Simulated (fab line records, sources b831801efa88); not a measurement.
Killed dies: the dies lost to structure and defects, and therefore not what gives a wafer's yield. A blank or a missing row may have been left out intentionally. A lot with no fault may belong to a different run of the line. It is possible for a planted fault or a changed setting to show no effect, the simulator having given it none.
Matching of chambers ; flow sfqLine ; cmp-01 running SFQ_TRILAYER_I2_CMP_CMP_064: 4 sister chambers
The step polishes SiO2. 14 wafers are shown with their chamber, then 7 later ones without.

## EACH WAFER AND ITS CHAMBER
wafer;chamber;motorCurrentA (A);timeToEndpointS (s);headPressurePsi (psi)
L502.1;1;9.9;212;3.008
L502.2;0;11.0;230;3.004
L502.6;2;10.8;229;3.001
L503.3;2;10.6;209;2.996
L503.4;1;10.2;215;3.006
L503.6;1;10.1;220;3.011
L507.2;0;11.3;230;2.989
L507.4;3;9.4;205;3.004
L507.3;2;10.2;204;3.009
L510.2;2;10.5;209;2.993
L510.5;3;9.5;204;3.003
L510.6;0;11.1;226;3.002
L512.4;1;10.2;236;2.998
L512.2;0;10.9;241;2.992

SIGNATURES, as means of the wafers listed above
reading;chamber 0;chamber 1;chamber 2;chamber 3;scatter within a chamber
motorCurrentA;11.075;10.100;10.525;9.450;0.184
timeToEndpointS;231.75;220.75;212.75;204.50;9.15
headPressurePsi;2.99675;3.00575;2.99975;3.00350;0.00635
Rule: for each reading, subtract the chamber's mean from the wafer's reading, divide by that reading's scatter and square the result; add these up over the readings and take the root, which gives the wafer's distance from the chamber. If the next closest chamber is less than 2 further off than the closest, the wafer can't be placed; otherwise it belongs to the closest. The scatter is the square root of a quotient: the sum, over the shown wafers, of each reading's squared deviation from its chamber's mean, divided by wafers minus chambers.

## WAFERS MISSING THEIR CHAMBER
wafer;motorCurrentA (A);timeToEndpointS (s);headPressurePsi (psi)
L512.3;8.6;237;2.999
L513.2;9.3;225;3.006
L513.5;10.4;237;3.002
L513.6;9.3;232;3.002
L523.3;10.0;208;2.986
L523.1;9.3;205;2.999
L523.2;11.4;221;3.001

## WHICH CHAMBER EACH WENT THROUGH
wafer;from the rows above;in truth
L512.3;3;3
L513.2;can't be placed: 3 or 1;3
L513.5;can't be placed: 1 or 2 or 0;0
L513.6;can't be placed: 3 or 1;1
L523.3;can't be placed: 1 or 2 or 3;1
L523.1;3;3
L523.2;0;0
Correctly placed: 3 of 7. Unplaceable from these rows: 4, with the true chamber sitting among the candidates in 4. Placed wrongly: 0.
